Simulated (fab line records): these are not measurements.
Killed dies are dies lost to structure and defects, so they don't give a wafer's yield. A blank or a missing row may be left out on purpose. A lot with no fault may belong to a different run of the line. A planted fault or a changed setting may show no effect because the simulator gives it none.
fab line records | flow sky130
record: lots: 13 | wafers: 39 | last_day: 50
route steps=708 shown METAL3@571 CAP2M@604 METAL5@665 PAD_OPEN@708
lots untouched by any fault: they come from a run of this same line in which no faults occurred
start_h: start of the lot's first displayed wafer, in hours after the record's first day | wait_h: how many hours have passed since the lot's step before this one | " as in the row above | L1.1+2: several wafers, shown together as one row | - value missing, or start not given | * or withheld: withheld | < > ~ a bound
route shown NAME@n: names a module that has steps shown in the file, with the first one's number in the route | usual: average and standard deviation across the fault-free wafers | same: alike in all rows | chamber/n: place in a boat | sites: per-site readings | _std_site: their standard deviation | _edge_site: the outer-site mean with the inner-site mean subtracted | radius_mm: for every site, how far away it sits from the centre of the wafer | mask NAME#n: copy n | behind: the most recent tool/chamber to have shaped the wafer | hold: why the lot was held/for how many hours/how that ended | device: whichever transistor did not switch (one of n, p or np) | end of line: the route-end tests of the same wafers | where a step has no rows: the recipe by itself | killed: dies that structure and defects cost at the first sort, which is not the same as the wafer's yield | map: a wafer's dies, marking killed ones x, the rest . and places with no die _
set.NAME: the setting that was run; set.NAME@STEP: the one run at that earlier step | model.NAME: the simulator's own value behind a step, which no gauge read
one table for each step of the route and one row for each wafer, over a sample of lots
services: the hour from which a tool's chamber was out of use, counted from the record's first day as start_h (under 0 if before that day), plus the number of hours and why
== steps ==
step: SKY_METAL3_CLEAN_21
recipe: chemistry: IPA | time_s: 180 | temp_c: 25
lot.wafer  | tool         | chamber | start_h | wait_h
L449.3+4+5 | wet_bench-02 | 0       | 902.97  | 0.0
L450.1+4+6 | wet_bench-04 | 2       | 908.64  | 0.0
L452.2+3+5 | wet_bench-02 | 0       | 925.83  | 0.0
L453.1+4+5 | wet_bench-01 | 3       | 939.88  | 0.0
L455.1+4+5 | wet_bench-01 | 2       | 941.44  | 0.0
L454.1+2+6 | wet_bench-02 | 0       | 942.09  | 0.0
L457.3+4+6 | wet_bench-01 | 2       | 975.48  | 0.0
L459.1+4+6 | wet_bench-02 | 3       | 983.01  | 0.0
L461.4+5+6 | wet_bench-01 | 2       | 992.82  | 0.0
L462.2+4+6 | wet_bench-04 | 3       | 998.37  | 0.0
L465.2+3+4 | wet_bench-01 | 3       | 1037.33 | 0.0
L469.3+4+6 | wet_bench-01 | 0       | 1042.19 | 0.0
L471.1+2+5 | wet_bench-01 | 0       | 1056.18 | 0.0
step: SKY_CAP2M_THK_MEAS_01
recipe: reads: SiO2_of_CAP2M_CVD_00
usual: CAP2M_CVD_00_THK: 15.49/0.22
lot.wafer | tool          | chamber | start_h | wait_h | CAP2M_CVD_00_THK[nm]
L449.3    | film_metro-04 | -       | 930.28  | -      | 15.33
L449.4    | "             | -       | "       | "      | 15.57
L449.5    | "             | -       | "       | "      | 15.90
L450.1    | film_metro-04 | -       | 936.20  | -      | 15.49
L450.4    | "             | -       | "       | "      | 15.44
L450.6    | "             | -       | "       | "      | 15.62
L452.2    | film_metro-02 | -       | 953.40  | -      | 15.60
L452.3    | "             | -       | "       | "      | 15.60
L452.5    | "             | -       | "       | "      | 15.89
L453.1    | film_metro-04 | -       | 967.30  | -      | 15.14
L453.4    | "             | -       | "       | "      | 15.32
L453.5    | "             | -       | "       | "      | 15.70
L455.1    | film_metro-04 | -       | 968.82  | -      | 15.35
L455.4    | "             | -       | "       | "      | 15.47
L455.5    | "             | -       | "       | "      | 15.50
L454.1    | film_metro-01 | -       | 969.61  | -      | 15.32
L454.2    | "             | -       | "       | "      | 15.37
L454.6    | "             | -       | "       | "      | 15.60
L457.3    | film_metro-01 | -       | 1001.57 | -      | 15.54
L457.4    | "             | -       | "       | "      | 15.68
L457.6    | "             | -       | "       | "      | 15.72
L459.1    | film_metro-01 | -       | 1009.91 | -      | 15.42
L459.4    | "             | -       | "       | "      | 15.77
L459.6    | "             | -       | "       | "      | 15.65
L461.4    | film_metro-01 | -       | 1018.39 | -      | 15.56
L461.5    | "             | -       | "       | "      | 15.62
L461.6    | "             | -       | "       | "      | 15.53
L462.2    | film_metro-04 | -       | 1023.26 | -      | 15.24
L462.4    | "             | -       | "       | "      | 15.71
L462.6    | "             | -       | "       | "      | 15.40
L465.2    | film_metro-04 | -       | 1061.65 | -      | 14.95
L465.3    | "             | -       | "       | "      | 15.18
L465.4    | "             | -       | "       | "      | 15.03
L469.3    | film_metro-02 | -       | 1067.20 | -      | 15.34
L469.4    | "             | -       | "       | "      | 15.21
L469.6    | "             | -       | "       | "      | 15.81
L471.1    | film_metro-01 | -       | 1079.45 | -      | 15.10
L471.2    | "             | -       | "       | "      | 15.16
L471.5    | "             | -       | "       | "      | 15.42
step: SKY_METAL5_SPUTTER_04
recipe: material: TiN | target_thk_nm: 70 | power_w: 6500 | time_s: 58.3 | chamber_pressure_pa: 0.4
usual: throttle_valve_pct: 30.1/1.2
lot.wafer | tool           | chamber | start_h | wait_h | throttle_valve_pct
L449.3    | pvd_sputter-03 | -       | 1006.15 | 0.0    | 31.3
L449.4    | "              | -       | "       | "      | 30.4
L449.5    | "              | -       | "       | "      | 30.3
L450.1    | pvd_sputter-04 | -       | 1013.21 | 0.0    | 27.3
L450.4    | "              | -       | "       | "      | 29.4
L450.6    | "              | -       | "       | "      | 29.0
L452.2    | pvd_sputter-01 | -       | 1027.97 | 0.0    | 31.1
L452.3    | "              | -       | "       | "      | 30.7
L452.5    | "              | -       | "       | "      | 30.9
L453.1    | pvd_sputter-01 | -       | 1041.83 | 0.0    | 30.8
L453.4    | "              | -       | "       | "      | 30.2
L453.5    | "              | -       | "       | "      | 29.9
L455.1    | pvd_sputter-03 | -       | 1043.42 | 0.0    | 29.9
L455.4    | "              | -       | "       | "      | 29.9
L455.5    | "              | -       | "       | "      | 31.0
L454.1    | pvd_sputter-03 | -       | 1045.68 | 0.0    | 29.5
L454.2    | "              | -       | "       | "      | 30.4
L454.6    | "              | -       | "       | "      | 29.7
L457.3    | pvd_sputter-01 | -       | 1071.52 | 0.0    | 30.9
L457.4    | "              | -       | "       | "      | 31.0
L457.6    | "              | -       | "       | "      | 30.6
L459.1    | pvd_sputter-03 | -       | 1079.69 | 0.0    | 29.8
L459.4    | "              | -       | "       | "      | 31.4
L459.6    | "              | -       | "       | "      | 31.3
L461.4    | pvd_sputter-03 | -       | 1088.10 | 0.0    | 31.0
L461.5    | "              | -       | "       | "      | 29.8
L461.6    | "              | -       | "       | "      | 30.1
L462.2    | pvd_sputter-04 | -       | 1091.78 | 0.0    | 32.4
L462.4    | "              | -       | "       | "      | 28.6
L462.6    | "              | -       | "       | "      | 28.8
L465.2    | pvd_sputter-03 | -       | 1127.83 | 0.0    | 30.4
L465.3    | "              | -       | "       | "      | 29.9
L465.4    | "              | -       | "       | "      | 29.9
L469.3    | pvd_sputter-04 | -       | 1131.90 | 0.0    | 29.3
L469.4    | "              | -       | "       | "      | 28.9
L469.6    | "              | -       | "       | "      | 27.1
L471.1    | pvd_sputter-03 | -       | 1141.87 | 0.0    | 29.6
L471.2    | "              | -       | "       | "      | 30.2
L471.5    | "              | -       | "       | "      | 29.7
step: SKY_METAL5_RS_MEAS_05
recipe: thk_meas_gauge: four-point-probe | reads: TiN_of_METAL5_SPUTTER_04+Ti_of_METAL5_SPUTTER_03+AlCu_of_METAL5_SPUTTER_02+TiN_of_METAL5_SPUTTER_01+Ti_of_METAL5_SPUTTER_00
usual: METAL5_ALCU_RS: 0.0271/0.00028
lot.wafer | tool          | chamber | start_h | wait_h | METAL5_ALCU_RS[ohm/sq]
L449.3    | film_metro-04 | -       | 1006.24 | 0.1    | 0.02687
L449.4    | "             | -       | "       | "      | 0.02723
L449.5    | "             | -       | "       | "      | 0.02714
L450.1    | film_metro-01 | -       | 1013.25 | 0.0    | 0.02693
L450.4    | "             | -       | "       | "      | 0.02714
L450.6    | "             | -       | "       | "      | 0.02779
L452.2    | film_metro-01 | -       | 1028.04 | 0.0    | 0.02722
L452.3    | "             | -       | "       | "      | 0.0271
L452.5    | "             | -       | "       | "      | 0.02688
L453.1    | film_metro-04 | -       | 1041.88 | 0.0    | 0.02645
L453.4    | "             | -       | "       | "      | 0.02636
L453.5    | "             | -       | "       | "      | 0.02699
L455.1    | film_metro-04 | -       | 1043.47 | 0.0    | 0.02758
L455.4    | "             | -       | "       | "      | 0.02758
L455.5    | "             | -       | "       | "      | 0.02726
L454.1    | film_metro-03 | -       | 1045.73 | 0.0    | 0.02705
L454.2    | "             | -       | "       | "      | 0.02706
L454.6    | "             | -       | "       | "      | 0.02696
L457.3    | film_metro-03 | -       | 1071.61 | 0.1    | 0.02739
L457.4    | "             | -       | "       | "      | 0.02705
L457.6    | "             | -       | "       | "      | 0.0272
L459.1    | film_metro-03 | -       | 1079.74 | 0.0    | 0.02669
L459.4    | "             | -       | "       | "      | 0.02688
L459.6    | "             | -       | "       | "      | 0.02699
L461.4    | film_metro-01 | -       | 1088.21 | 0.1    | 0.0272
L461.5    | "             | -       | "       | "      | 0.02736
L461.6    | "             | -       | "       | "      | 0.02725
L462.2    | film_metro-04 | -       | 1091.85 | 0.0    | 0.02664
L462.4    | "             | -       | "       | "      | 0.02734
L462.6    | "             | -       | "       | "      | 0.02734
L465.2    | film_metro-01 | -       | 1127.90 | 0.0    | 0.02761
L465.3    | "             | -       | "       | "      | 0.02737
L465.4    | "             | -       | "       | "      | 0.02736
L469.3    | film_metro-03 | -       | 1131.99 | 0.1    | 0.02723
L469.4    | "             | -       | "       | "      | 0.02732
L469.6    | "             | -       | "       | "      | 0.02701
L471.1    | film_metro-03 | -       | 1141.92 | 0.0    | 0.02682
L471.2    | "             | -       | "       | "      | 0.02716
L471.5    | "             | -       | "       | "      | 0.02693
step: SKY_PAD_OPEN_PROBE_99
usual: defect_limited_yield: 82.3/2 | killed_at_M0_to_M3: 45/7.5 | killed_at_M4_up: 3.2/1.8 | killed_at_contacts: 24/4.9 | killed_at_front_end: 15/4.4 | killed_at_other: 0.3/0.54 | killed_dies: 87/9.8 | killed_open: 47/6.4 | killed_short: 40/6.5 | sort_bin_3_pad_short: 0.9/0.44 | sort_bin_5_function: 10.5/1.5 | sort_bin_6_memory: 6.3/1.2 | sort_n_pass: 405/9.8 | sort_yield_pct: 82.3/2
same: gross_dies: 492 | killed_at_back_side: 0 | sort_bin_4_leakage[%]: 0 | sort_bin_8_speed[%]: 0
lot.wafer | tool      | chamber | start_h | wait_h | defect_limited_yield[%] | killed_at_M0_to_M3 | killed_at_M4_up | killed_at_contacts | killed_at_front_end | killed_at_other | killed_dies | killed_open | killed_short | sort_bin_3_pad_short[%] | sort_bin_5_function[%] | sort_bin_6_memory[%] | sort_n_pass | sort_yield_pct[%]
L461.4    | prober-01 | -       | 1150.81 | 0.2    | 80.9                    | 48                 | 3               | 19                 | 23                  | 1               | 94          | 43          | 50           | 1.8                     | 9.3                    | 7.9                  | 398         | 80.9
L461.5    | prober-01 | -       | 1150.86 | 0.2    | 81.9                    | 44                 | 5               | 23                 | 17                  | 0               | 89          | 47          | 41           | 1.2                     | 11.2                   | 5.7                  | 403         | 81.9
L461.6    | prober-01 | -       | 1150.91 | 0.2    | 82.1                    | 35                 | 4               | 35                 | 14                  | 0               | 88          | 49          | 36           | 1.2                     | 7.7                    | 8.9                  | 404         | 82.1
L469.3    | prober-01 | -       | 1189.29 | 0.2    | 77.4                    | 79                 | 2               | 21                 | 9                   | 0               | 111         | 42          | 19           | 2.4                     | 13.2                   | 6.9                  | 381         | 77.4
L469.4    | prober-01 | -       | 1189.34 | 0.2    | 75.0                    | 86                 | 2               | 21                 | 13                  | 1               | 123         | 39          | 32           | 2.6                     | 15.0                   | 7.3                  | 369         | 75.0
L469.6    | prober-01 | -       | 1189.44 | 0.2    | 72.4                    | 102                | 2               | 20                 | 12                  | 0               | 136         | 43          | 41           | 3.0                     | 16.9                   | 7.7                  | 356         | 72.4
L471.1    | prober-02 | -       | 1197.59 | 0.1    | 73.8                    | 94                 | 2               | 19                 | 14                  | 0               | 129         | 39          | 45           | 3.5                     | 15.9                   | 6.9                  | 363         | 73.8
L471.2    | prober-02 | -       | 1197.64 | 0.1    | 74.8                    | 82                 | 2               | 27                 | 13                  | 0               | 124         | 35          | 39           | 3.5                     | 16.5                   | 5.3                  | 368         | 74.8
L471.5    | prober-02 | -       | 1197.79 | 0.2    | 75.2                    | 85                 | 0               | 26                 | 11                  | 0               | 122         | 32          | 34           | 2.6                     | 16.1                   | 6.1                  | 370         | 75.2
killed by level:class
L461.4 FIELD_ISO:geometric_particle:short=10 VIA1:geometric_particle:open=10 VIA2:geometric_particle:open=9 LI_CONTACT:geometric_particle:open=7 METAL2:geometric_particle:short=7 CONTACT:geometric_particle:open=6 POLY_GATE:geometric_particle:short=5 METAL1:geometric_particle:short=5
L461.5 VIA1:geometric_particle:open=12 VIA2:geometric_particle:open=11 CONTACT:geometric_particle:open=9 METAL1:geometric_particle:short=6 FIELD_ISO:geometric_particle:short=5 CONTACT:geometric_particle:short=5 METAL2:geometric_particle:short=5 METAL4:geometric_particle:short=5
L461.6 CONTACT:geometric_particle:open=16 VIA2:geometric_particle:open=8 CONTACT:geometric_particle:short=7 VIA1:geometric_particle:open=7 LI_CONTACT:geometric_particle:open=6 METAL1:geometric_particle:short=6 FIELD_ISO:geometric_particle:open=4 FIELD_ISO:geometric_particle:short=4
L469.3 METAL3:unspecified=50 CONTACT:geometric_particle:open=8 VIA1:geometric_particle:open=8 LI_CONTACT:geometric_particle:open=5 CONTACT:geometric_particle:short=5 VIA2:geometric_particle:open=5 POLY_GATE:geometric_particle:open=4 FIELD_ISO:geometric_particle:open=3
L469.4 METAL3:unspecified=52 VIA1:geometric_particle:open=8 CONTACT:geometric_particle:short=7 VIA2:geometric_particle:open=6 LOCAL_INTERCONNECT:geometric_particle:short=5 CONTACT:geometric_particle:open=5 FIELD_ISO:geometric_particle:short=4 VIA1:geometric_particle:short=4
L469.6 METAL3:unspecified=52 VIA1:geometric_particle:open=11 VIA1:geometric_particle:short=9 VIA3:geometric_particle:open=8 VIA2:geometric_particle:open=7 METAL2:geometric_particle:short=5 METAL1:geometric_particle:short=5 LI_CONTACT:geometric_particle:open=4
L471.1 METAL3:unspecified=45 VIA1:geometric_particle:open=10 METAL2:geometric_particle:short=10 VIA1:geometric_particle:short=7 VIA3:geometric_particle:open=6 METAL1:geometric_particle:short=6 FIELD_ISO:geometric_particle:short=5 LI_CONTACT:geometric_particle:open=5
L471.2 METAL3:unspecified=50 LI_CONTACT:geometric_particle:open=8 CONTACT:geometric_particle:open=8 LOCAL_INTERCONNECT:geometric_particle:short=7 POLY_GATE:geometric_particle:short=6 VIA1:geometric_particle:open=6 METAL2:geometric_particle:short=5 FIELD_ISO:geometric_particle:short=4
L471.5 METAL3:unspecified=56 LI_CONTACT:geometric_particle:open=8 VIA1:geometric_particle:open=7 LOCAL_INTERCONNECT:geometric_particle:short=6 LI_CONTACT:geometric_particle:short=5 METAL1:geometric_particle:short=4 VIA1:geometric_particle:short=4 FIELD_ISO:geometric_particle:open=3
== services ==
tool           | chamber | start_h | hours | kind
pvd_sputter-04 | -       | 884.93  | 7.9   | repair
pvd_sputter-04 | -       | 893.58  | 7.7   | repair
pvd_sputter-01 | 3       | 894.44  | -     | consumable_replace:kit
pvd_sputter-01 | 3       | 894.44  | 18.0  | scheduled_down
pvd_sputter-01 | 3       | 894.44  | 18.0  | vent_cycle
pvd_sputter-03 | -       | 901.64  | 2.2   | repair
pvd_sputter-04 | -       | 935.92  | 1.0   | repair
pvd_sputter-03 | -       | 961.68  | 3.2   | repair
wet_bench-02   | -       | 986.39  | 13.1  | repair
pvd_sputter-03 | -       | 996.32  | 3.9   | repair
wet_bench-01   | -       | 997.29  | 1.1   | repair
pvd_sputter-03 | 1       | 1006.20 | -     | consumable_replace:kit
pvd_sputter-03 | 1       | 1006.20 | 18.0  | scheduled_down
pvd_sputter-03 | 1       | 1006.20 | 18.0  | vent_cycle
pvd_sputter-03 | -       | 1021.40 | 2.0   | repair
pvd_sputter-01 | -       | 1031.02 | 10.1  | repair
wet_bench-02   | -       | 1039.69 | 1.9   | pm
wet_bench-01   | -       | 1058.56 | 2.2   | repair
pvd_sputter-01 | 2       | 1064.77 | -     | consumable_replace:kit
pvd_sputter-01 | 2       | 1064.77 | 18.0  | scheduled_down
pvd_sputter-01 | 2       | 1064.77 | 18.0  | vent_cycle
pvd_sputter-04 | -       | 1070.35 | 13.2  | repair
pvd_sputter-03 | -       | 1091.30 | 2.6   | repair
pvd_sputter-01 | -       | 1091.68 | 1.6   | repair
== key ==
first_sign: step: SKY_PAD_OPEN_PROBE_99 | reading: killed_at_M0_to_M3 | direction: up | sigmas: 5.8 | usual: 45 | struck: 88
effect: step: SKY_PAD_OPEN_PROBE_99 | reading: sort_bin_3_pad_short | direction: up | sigmas: 4.6 | usual: 0.9 | struck: 2.9
met_at SKY_METAL3_CLEAN_21
struck_lots L469,L471
not_acting_at SKY_CAP2M_THK_MEAS_01,SKY_METAL5_SPUTTER_04,SKY_METAL5_RS_MEAS_05
onset_between 1037.33 1042.19
also_fits time
fault: kind: chamber_particle_source | tool: wet_bench-01 | chamber: - | onset_h: 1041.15 | steps: SKY_METAL3_CLEAN_21 | rate_per_visit_cm2: 0.71115 | end_h: 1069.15
